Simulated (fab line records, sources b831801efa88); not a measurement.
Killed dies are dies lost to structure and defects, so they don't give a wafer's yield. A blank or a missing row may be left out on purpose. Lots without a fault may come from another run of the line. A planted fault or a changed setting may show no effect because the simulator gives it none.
Which tool did it? | flow gf180mcu | 12 lots, 36 wafers sampled, at 5 steps of a route of 602

WHAT THE GAUGES READ, wafer by wafer
GF_SAB_CD_MEAS_09: target cd 420 nm.
lot  | measured     | on        | cd_nm (nm)
L318 | day 15 01:38 | cd_sem-02 | 418.2 418.5 417.9
L320 | day 16 09:59 | cd_sem-02 | 415.7 415.4 417.4
L321 | day 16 11:13 | cd_sem-01 | 420.3 421.3 421.3
L322 | day 17 02:29 | cd_sem-01 | 418.1 417.5 418.7
L325 | day 18 03:10 | cd_sem-01 | 417.0 417.8 415.9
L327 | day 18 09:43 | cd_sem-02 | 418.1 416.2 418.3
L335 | day 21 06:44 | cd_sem-02 | 420.7 420.1 419.0
L337 | day 21 16:08 | cd_sem-01 | 417.3 416.3 417.1
L338 | day 21 22:41 | cd_sem-01 | 419.0 420.0 420.4
L339 | day 22 11:29 | cd_sem-02 | 422.6 423.7 421.0
L340 | day 22 18:25 | cd_sem-02 | 418.5 417.5 418.9
L341 | day 23 07:04 | cd_sem-02 | 417.5 420.0 419.3

GF_CONTACT_THK_MEAS_01.
lot  | measured     | on            | CONTACT_CVD_00_THK (nm)
L318 | day 15 02:42 | film_metro-03 | 298 302 298
L320 | day 16 11:04 | film_metro-01 | 300 301 299
L321 | day 16 12:17 | film_metro-04 | 299 298 301
L322 | day 17 03:33 | film_metro-01 | 295 298 304
L325 | day 18 04:14 | film_metro-01 | 302 295 298
L327 | day 18 10:47 | film_metro-01 | 455 303 301
L335 | day 21 07:48 | film_metro-04 | 300 291 297
L337 | day 21 17:14 | film_metro-01 | 298 303 302
L338 | day 21 23:46 | film_metro-01 | 296 300 303
L339 | day 22 12:56 | film_metro-01 | 301 304 299
L340 | day 22 19:53 | film_metro-04 | 297 301 296
L341 | day 23 08:08 | film_metro-04 | 298 304 300

GF_CONTACT_THK_MEAS_03.
lot  | measured     | on            | CONTACT_CVD_02_THK (nm)
L318 | day 15 02:50 | film_metro-01 | 851 836 860
L320 | day 16 11:11 | film_metro-04 | 865 853 867
L321 | day 16 12:25 | film_metro-03 | 862 861 849
L322 | day 17 03:41 | film_metro-03 | 862 871 856
L325 | day 18 04:23 | film_metro-04 | 853 877 867
L327 | day 18 10:55 | film_metro-04 | 852 851 854
L335 | day 21 07:56 | film_metro-04 | 865 866 879
L337 | day 21 17:22 | film_metro-01 | 842 833 865
L338 | day 21 23:54 | film_metro-04 | 835 850 865
L339 | day 22 13:04 | film_metro-03 | 848 869 862
L340 | day 22 20:01 | film_metro-04 | 856 864 875
L341 | day 23 08:16 | film_metro-01 | 844 858 865

WHICH TOOL RAN EACH LOT (tool, then ch and the chambers of the sampled wafers, then the start)
lot  | GF_SAB_STRIP_13                      | GF_CONTACT_CVD_00
L318 | plasma_asher-03 ch 0,1, day 15 01:55 | hdpcvd-01 ch 0,1,2, day 15 02:39
L320 | plasma_asher-03 ch 0,1, day 16 10:17 | hdpcvd-02 ch 0,1,2, day 16 11:01
L321 | plasma_asher-01 ch 0,1, day 16 11:31 | hdpcvd-01 ch 0,1,2, day 16 12:14
L322 | plasma_asher-03 ch 0,1, day 17 02:47 | hdpcvd-02 ch 0,1,2, day 17 03:31
L325 | plasma_asher-01 ch 0,1, day 18 03:28 | hdpcvd-01 ch 0,1,2, day 18 04:11
L327 | plasma_asher-02 ch 0,1, day 18 10:01 | hdpcvd-02 ch 0,1,2, day 18 10:44
L335 | plasma_asher-01 ch 0,1, day 21 07:01 | hdpcvd-01 ch 0,2, day 21 07:44
L337 | plasma_asher-01 ch 0,1, day 21 16:26 | hdpcvd-02 ch 0,1,2, day 21 17:09
L338 | plasma_asher-02 ch 0,1, day 21 22:59 | hdpcvd-02 ch 0,1,2, day 21 23:43
L339 | plasma_asher-03 ch 0,1, day 22 11:55 | hdpcvd-02 ch 0,1, day 22 12:53
L340 | plasma_asher-02 ch 0,1, day 22 18:52 | hdpcvd-01 ch 0,2, day 22 19:50
L341 | plasma_asher-01 ch 0,1, day 23 07:22 | hdpcvd-02 ch 0,1,2, day 23 08:05
- GF_SAB_STRIP_13: strips in O2/N2.
- GF_CONTACT_CVD_00: deposits SiO2, target thk 300 nm, time 50 s.

WHAT THE TOOLS THEMSELVES READ (means of the sampled wafers that have a number; where no wafer has one, the mark that the record gives instead)
GF_SAB_STRIP_13.
lot  | tool            | drypump_motor_current_A (A) | heater_power_w (W) | n2_flow_sccm (sccm) | oes_product_au (a.u.) | strip_time_to_endpoint_s (s)
L318 | plasma_asher-03 | 6.3                         | 339                | 300.8               | 0.710                 | 12.59
L320 | plasma_asher-03 | 6.4                         | 323                | 301.4               | 0.708                 | 12.65
L321 | plasma_asher-01 | 5.3                         | 326                | 299.8               | 0.711                 | 12.60
L322 | plasma_asher-03 | 6.4                         | 321                | 300.2               | 0.714                 | 12.54
L325 | plasma_asher-01 | 5.3                         | 311                | 299.6               | 0.708                 | 12.57
L327 | plasma_asher-02 | 6.3                         | 289                | 299.5               | 0.714                 | 12.61
L335 | plasma_asher-01 | 5.4                         | 307                | 299.7               | 0.713                 | 12.65
L337 | plasma_asher-01 | 5.3                         | 302                | 299.3               | 0.710                 | 12.57
L338 | plasma_asher-02 | 6.2                         | 290                | 299.8               | 0.711                 | 12.60
L339 | plasma_asher-03 | 6.4                         | 322                | 303.9               | 0.711                 | 12.64
L340 | plasma_asher-02 | 6.2                         | 300                | 299.3               | 0.707                 | 12.58
L341 | plasma_asher-01 | 5.3                         | 327                | 301.2               | 0.710                 | 12.58

GF_CONTACT_CVD_00.
lot  | tool      | sih4_flow_sccm (sccm)
L318 | hdpcvd-01 | 60.12
L320 | hdpcvd-02 | 59.92
L321 | hdpcvd-01 | 60.05
L322 | hdpcvd-02 | 59.93
L325 | hdpcvd-01 | 59.95
L327 | hdpcvd-02 | 69.96
L335 | hdpcvd-01 | 59.76
L337 | hdpcvd-02 | 60.01
L338 | hdpcvd-02 | 60.03
L339 | hdpcvd-02 | 59.89
L340 | hdpcvd-01 | 59.79
L341 | hdpcvd-02 | 59.93

THE ANSWER, worked out from the rows above alone
Rule: what is usual is taken from the lots themselves. Put in order of their means at a reading, lots are off if they are a third of the lots or fewer, leave a main group of 4 or more, and stand apart from it by a gap of 3 or more times the standard deviation of the main group's means; of several such gaps the widest counts. A main group whose means are all the same, to the digits that the tables above print for the reading, isn't used. A lot without any number at a reading at which 4 lots or more have one is off too. The other lots that the step has rows for count as sound. The gauges are gone through in route order, then the tools' own readings, and for those a lot's mean is taken as printed above. The first step at which some lot is off is used, and at that step the reading that is off furthest; a lot without a number counts as furthest.
Off: L327, at GF_CONTACT_THK_MEAS_01 (CONTACT_CVD_00_THK). The main group: mean 299 nm, standard deviation 1.4.
A tool fits if, at a process step before that reading, it ran every lot that is off, and no sound lot after the first of them. The gauges at GF_CONTACT_THK_MEAS_01 aren't tried: what is off there is off at GF_CONTACT_CVD_00 too, on other tools, and a gauge's error can't cause that. None of those tried fits.

WHAT THE SIMULATOR HAD PUT IN
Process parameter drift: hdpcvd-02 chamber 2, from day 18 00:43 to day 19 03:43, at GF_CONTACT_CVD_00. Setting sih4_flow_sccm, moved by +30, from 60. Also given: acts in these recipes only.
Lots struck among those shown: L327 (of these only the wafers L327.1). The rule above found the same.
